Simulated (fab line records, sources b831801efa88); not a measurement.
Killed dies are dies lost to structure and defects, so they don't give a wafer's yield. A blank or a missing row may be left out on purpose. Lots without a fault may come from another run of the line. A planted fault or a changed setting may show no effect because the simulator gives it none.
A struck lot beside a sound one | flow sfq_line | 42 steps out of a route of 325
Sound: wafers L963.2, L963.3, L963.5. Struck: wafer L974.4. (L974.3, L974.6 of the same lot were not struck and are left out.) The cause comes at the end.
At each step with rows: each side's tool, then ch and its chambers, then its first start. Under that, the readings that differ: sound wafers | struck wafers | difference of the means | sigmas: that difference in standard deviations of wafers without a fault.
alike: readings whose means differ by less than 2 such deviations, and words and numbers that are the same on both sides. not compared: withheld readings, readings that some wafer has no value for, bounds like >300 that may hide the same value, and numbers for which the record gives no deviation and whose values overlap.
The two part at a step that has a row with sigmas, a row that says differs or no value, or rows on one side only. Numbers that don't overlap but have no deviation are shown without sigmas and don't part them. A reading that every wafer of one side lacks parts them only if that side has two wafers or more.

first, 6 steps without rows for these wafers: SFQ_TRILAYER_M4_LITHO_COAT_098 (resist thk 62 nm); SFQ_TRILAYER_M4_LITHO_COAT_093 (resist thk 600 nm); SFQ_TRILAYER_M4_LITHO_SOFTBAKE_097; SFQ_TRILAYER_M4_LITHO_EXPOSE_094 (exposes mask M4, target cd 500 nm); SFQ_TRILAYER_M4_LITHO_PEB_096 (peb time 60 s); SFQ_TRILAYER_M4_LITHO_DEVELOP_095 (time 60 s).
SFQ_M4_OVL_MEAS_926:
  sound on overlay-02, day 43 10:55; struck on overlay-01, day 47 10:49
  alike: M4_OVL
SFQ_TRILAYER_M4_BARC_OPEN_METAL_ETCH_123: etches BARC in O2, target depth 125 nm, time 41.7 s.
  sound on rie_metal-01 ch 0, day 43 10:58; struck on rie_metal-01 ch 1, day 47 10:51
  alike: drypump_motor_current_A, oes_product_au
  not compared: rf_hours_counter_h
SFQ_TRILAYER_M4_ETCH_METAL_ETCH_096: etches Nb in Cl2/Ar, stops on SiO2, target depth 240 nm, time 120 s.
  sound on rie_metal-01 ch 0, day 43 11:07; struck on rie_metal-01 ch 1, day 47 10:56
  alike: drypump_motor_current_A, oes_product_au
  not compared: rf_hours_counter_h
SFQ_TRILAYER_M4_STRIP_STRIP_097: strips in O2.
  sound on rie_metal-01 ch 0, day 43 11:31; struck on rie_metal-01 ch 1, day 47 11:13
  alike: drypump_motor_current_A, oes_product_au
  not compared: rf_hours_counter_h
then, 2 steps without rows for these wafers: SFQ_TRILAYER_M4_STRIP_SOLV_CLEAN_098 (cleans in NMP, time 600 s); SFQ_TRILAYER_I4_DEP_PECVD_099 (deposits SiO2 from SiH4/N2O, time 111.11 s, target thk 500 nm).
SFQ_TRILAYER_I4_CMP_CMP_100: polishes SiO2.
  sound on cmp-02 ch 0,2,3, day 43 13:57; struck on cmp-02 ch 2, day 48 09:50
  reading                                             | sound             | struck | difference | sigmas
  time_to_endpoint_s (s)                              | 213 211 219       | 235    | +21        | +3
  model.SiO2_of_TRILAYER_I4_DEP_PECVD_099.thk_nm (nm) | 200.2 199.9 200.3 | 181.8  | -18.3      |
  alike: motor_current_A
SFQ_I4_BOW_MEAS_927:
  sound on film_metro-03, day 43 15:58; struck on film_metro-03, day 48 11:22
  reading     | sound      | struck | difference | sigmas
  I4_BOW (um) | -11 -1 -11 | 7      | +15        | +2
SFQ_TRILAYER_I4_METRO_MEASURE_101:
  sound on film_metro-03, day 43 16:16; struck on film_metro-03, day 48 11:51
  reading     | sound             | struck | difference | sigmas
  thk_nm (nm) | 200.2 199.9 200.2 | 181.7  | -18.4      | -17
then, 6 steps without rows for these wafers: SFQ_TRILAYER_I4_VIA_LITHO_COAT_108 (resist thk 62 nm); SFQ_TRILAYER_I4_VIA_LITHO_COAT_103 (resist thk 650 nm); SFQ_TRILAYER_I4_VIA_LITHO_SOFTBAKE_107; SFQ_TRILAYER_I4_VIA_LITHO_EXPOSE_104 (exposes mask I4, target cd 700 nm); SFQ_TRILAYER_I4_VIA_LITHO_PEB_106 (peb time 60 s); SFQ_TRILAYER_I4_VIA_LITHO_DEVELOP_105 (time 60 s).
-- the record jumps here: 6 days lie between the struck wafers' starts before and after --
SFQ_I4_OVL_MEAS_928:
  sound on overlay-02, day 43 19:39; struck on overlay-02, day 54 00:23
  alike: I4_OVL
then, 1 step without rows for these wafers: SFQ_TRILAYER_I4_VIA_BARC_OPEN_VIA_ETCH_146 (etches BARC in O2, target depth 125 nm, time 41.7 s).
SFQ_TRILAYER_I4_VIA_ETCH_VIA_ETCH_106: etches SiO2 in CHF3, stops on Nb, target depth 260 nm.
  sound on rie_diel-03 ch 2,3, day 43 19:43; struck on rie_diel-01 ch 3, day 54 00:27
  reading                        | sound             | struck | difference | sigmas
  oes_product_au (a.u.)          | 0.856 0.855 0.850 | 0.807  | -0.047     | -10
  model.etch.depth_nm (nm)       | 200.2 199.9 200.3 | 181.8  | -18.3      |
  model.I4.feature_depth_nm (nm) | 200.2 199.9 200.3 | 181.8  | -18.3      |
  alike: drypump_motor_current_A
then, 3 steps without rows for these wafers: SFQ_TRILAYER_I4_VIA_STRIP_STRIP_107 (strips in O2); SFQ_TRILAYER_I4_VIA_STRIP_SOLV_CLEAN_108 (cleans in NMP, time 600 s); SFQ_TRILAYER_JJ_TRILAYER_DEP_PRE_CLEAN_113 (time 22.5 s).
SFQ_TRILAYER_JJ_TRILAYER_DEP_SPUTTER_109: material Nb, target thk 150 nm, time 100 s.
  sound on pvd_sputter-04, day 43 20:38; struck on pvd_sputter-06, day 54 01:22
  alike: chamber_pressure_pa, throttle_valve_pct
then, 3 steps without rows for these wafers: SFQ_TRILAYER_JJ_TRILAYER_DEP_SPUTTER_110 (material Al, target thk 8 nm, time 10 s); SFQ_TRILAYER_JJ_TRILAYER_DEP_AL_OXIDATION_111 (oxidation time 600 s); SFQ_TRILAYER_JJ_TRILAYER_DEP_SPUTTER_112 (material Nb, target thk 170 nm, time 113.3 s).
SFQ_JJ_RS_MEAS_929: measures by four-point-probe.
  sound on film_metro-04, day 43 21:50; struck on film_metro-01, day 54 02:35
  alike: JJ_NB_RS
then, 6 steps without rows for these wafers: SFQ_TRILAYER_JJ_CE_LITHO_COAT_119 (resist thk 62 nm); SFQ_TRILAYER_JJ_CE_LITHO_COAT_114 (resist thk 600 nm); SFQ_TRILAYER_JJ_CE_LITHO_SOFTBAKE_118; SFQ_TRILAYER_JJ_CE_LITHO_EXPOSE_115 (exposes mask J5, target cd 700 nm); SFQ_TRILAYER_JJ_CE_LITHO_PEB_117 (peb time 60 s); SFQ_TRILAYER_JJ_CE_LITHO_DEVELOP_116 (time 60 s).
-- the record jumps here: 6 days lie between the struck wafers' starts before and after --
SFQ_JJ_OVL_MEAS_931:
  sound on overlay-02, day 50 06:01; struck on overlay-02, day 60 06:23
  alike: J5_OVL
then, 1 step without rows for these wafers: SFQ_TRILAYER_JJ_CE_METRO_MEASURE_117.
SFQ_TRILAYER_JJ_CE_BARC_OPEN_RIE_150: chemistry O2, target BARC, target depth 240 nm, time 80 s.
  sound on rie_metal-02 ch 0,1, day 50 07:14; struck on rie_metal-04 ch 1, day 60 07:39
  alike: drypump_motor_current_A, oes_product_au
  not compared: rf_hours_counter_h
SFQ_TRILAYER_M5_ETCH_METAL_ETCH_126: etches Nb in Cl2/BCl3, stops on SiO2, time 203.2 s, target depth 265 nm.
  sound on rie_metal-03 ch 0,1, day 55 23:09; struck on rie_metal-02 ch 0, day 60 11:30
  reading                                             | sound             | struck | difference | sigmas
  model.SiO2_of_TRILAYER_I4_DEP_PECVD_099.thk_nm (nm) | 180.4 180.2 180.5 | 161.8  | -18.6      |
  alike: drypump_motor_current_A, oes_product_au
  not compared: rf_hours_counter_h

WHERE THEY PART
First at SFQ_TRILAYER_I4_CMP_CMP_100; last, within this record, at SFQ_TRILAYER_I4_VIA_ETCH_VIA_ETCH_106. Later steps at which nothing parts them and some readings are alike: SFQ_TRILAYER_JJ_TRILAYER_DEP_SPUTTER_109, SFQ_JJ_RS_MEAS_929, SFQ_JJ_OVL_MEAS_931, SFQ_TRILAYER_JJ_CE_BARC_OPEN_RIE_150, SFQ_TRILAYER_M5_ETCH_METAL_ETCH_126.

WHY: what the simulator had put in
Process parameter drift: cmp-02, from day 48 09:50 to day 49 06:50, at SFQ_TRILAYER_I4_CMP_CMP_100. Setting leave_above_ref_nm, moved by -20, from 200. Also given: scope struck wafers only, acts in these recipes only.
